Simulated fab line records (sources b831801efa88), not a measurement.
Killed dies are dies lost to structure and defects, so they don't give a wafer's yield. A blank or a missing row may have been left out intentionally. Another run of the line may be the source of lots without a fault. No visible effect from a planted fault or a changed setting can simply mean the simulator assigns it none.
Which tool did it? | flow sky130 | 12 lots, 36 wafers sampled, at 3 steps of a route of 708

## WHAT THE GAUGES SHOWED, per wafer
SKY_METAL5_THK_MEAS_06: measures by xrf.
lot  | measured     | on            | METAL5_ALCU_THK (nm)
L959 | day 42 20:28 | film-metro-02 | 1171 1155 1161
L961 | day 43 17:07 | film-metro-02 | 1145 1137 1145
L963 | day 44 12:23 | film-metro-03 | 1122 1136 1126
L965 | day 44 21:47 | film-metro-01 | 1162 1167 1178
L968 | day 45 10:08 | film-metro-03 | 1103 1113 1121
L970 | day 46 00:43 | film-metro-01 | 1174 1167 1168
L969 | day 46 02:52 | film-metro-03 | 1144 1136 1137
L971 | day 46 07:44 | film-metro-03 | 1159 1160 1155
L972 | day 46 08:57 | film-metro-01 | 1130 1174 1139
L974 | day 46 23:23 | film-metro-01 | 1151 1150 1154
L978 | day 47 18:43 | film-metro-03 | 1132 1121 1139
L979 | day 47 21:54 | film-metro-01 | 1173 1185 1184

## EACH LOT AND THE TOOL THAT RAN IT (in order: tool; ch and the chambers of the sampled wafers; start)
lot  | SKY_METAL1_ETCH_18                | SKY_METAL5_SPUTTER_00
L959 | rie-metal-01 ch 0,1, day 32 17:25 | pvd-sputter-01, day 42 20:10
L961 | rie-metal-01 ch 0,1, day 33 19:12 | pvd-sputter-04, day 43 16:50
L963 | rie-metal-01 ch 0,1, day 34 17:10 | pvd-sputter-03, day 44 12:04
L965 | rie-metal-01 ch 0,1, day 35 04:09 | pvd-sputter-03, day 44 21:30
L968 | rie-metal-02 ch 0,1, day 35 20:09 | pvd-sputter-04, day 45 09:49
L970 | rie-metal-01 ch 0,1, day 36 12:59 | pvd-sputter-03, day 46 00:25
L969 | rie-metal-02 ch 0,1, day 36 15:15 | pvd-sputter-04, day 46 02:34
L971 | rie-metal-02 ch 0, day 36 16:51   | pvd-sputter-03, day 46 07:27
L972 | rie-metal-02 ch 0,1, day 37 00:39 | pvd-sputter-04, day 46 08:39
L974 | rie-metal-02 ch 0,1, day 37 18:12 | pvd-sputter-04, day 46 23:05
L978 | rie-metal-01 ch 0,1, day 38 17:25 | pvd-sputter-04, day 47 18:23
L979 | rie-metal-01 ch 0,1, day 38 20:34 | pvd-sputter-01, day 47 21:35
- SKY_METAL1_ETCH_18: etches BARC in N2/H2, stops on SiO2, time 45.9 s, target depth 60 nm.
- SKY_METAL5_SPUTTER_00: material Ti, target thk 15 nm, time 10 s.

## AS READ BY THE TOOLS THEMSELVES (means over the sampled wafers that have a number; for cases with no such wafer, the mark the record gives instead)
SKY_METAL1_ETCH_18.
lot  | tool         | drypump-motor-current-A (A) | oes-product-au (a.u.) | throttle-valve-pct (%)
L959 | rie-metal-01 | 5.5                         | 0.854                 | 13.231
L961 | rie-metal-01 | 5.6                         | 0.857                 | 13.233
L963 | rie-metal-01 | 5.6                         | 0.853                 | 13.226
L965 | rie-metal-01 | 5.6                         | 0.848                 | 13.226
L968 | rie-metal-02 | 6.0                         | 0.852                 | 13.225
L970 | rie-metal-01 | 5.5                         | 0.850                 | 13.221
L969 | rie-metal-02 | 5.7                         | 0.851                 | 13.225
L971 | rie-metal-02 | 6.3                         | 0.853                 | 13.212
L972 | rie-metal-02 | 5.8                         | 0.852                 | 13.220
L974 | rie-metal-02 | 6.0                         | 0.856                 | 13.231
L978 | rie-metal-01 | 5.6                         | 0.853                 | 13.226
L979 | rie-metal-01 | 5.6                         | 0.857                 | 13.226

SKY_METAL5_SPUTTER_00.
lot  | tool           | cathode-dc-power-W (W) | throttle-valve-pct (%)
L959 | pvd-sputter-01 | 3000.0                 | 30.5
L961 | pvd-sputter-04 | 2999.8                 | 31.5
L963 | pvd-sputter-03 | 3000.3                 | 29.9
L965 | pvd-sputter-03 | 3000.5                 | 29.5
L968 | pvd-sputter-04 | 3000.1                 | 31.1
L970 | pvd-sputter-03 | 3000.3                 | 29.9
L969 | pvd-sputter-04 | 2999.9                 | 31.8
L971 | pvd-sputter-03 | 3000.1                 | 30.0
L972 | pvd-sputter-04 | 2999.9                 | 30.4
L974 | pvd-sputter-04 | 2999.8                 | 31.9
L978 | pvd-sputter-04 | 2999.9                 | 31.1
L979 | pvd-sputter-01 | 3000.3                 | 30.6

## THE ANSWER, worked out from the rows above alone
Rule: the usual values come from the lots themselves. The widest of any qualifying gaps counts: lots, ordered by their means at a reading, are off when they make up no more than a third of the lots, leave a main group of 4 or more, and stand apart from it by 3 or more times the standard deviation of that group's means. Not used: any main group whose means are identical at the precision the tables above print for the reading. Also off: a lot with no number at a reading for which 4 or more lots have one. Any other lot the step has rows for is counted as sound. Order of review: gauges by route order, followed by the tools' own readings, for which a lot's mean as printed above is used. The first step at which some lot is off is used, and at that step the reading that is off furthest; a lot without a number counts as furthest.
No lot is off at any reading shown: from this, nothing can be told.

## WHAT THE SIMULATOR HAD INSERTED
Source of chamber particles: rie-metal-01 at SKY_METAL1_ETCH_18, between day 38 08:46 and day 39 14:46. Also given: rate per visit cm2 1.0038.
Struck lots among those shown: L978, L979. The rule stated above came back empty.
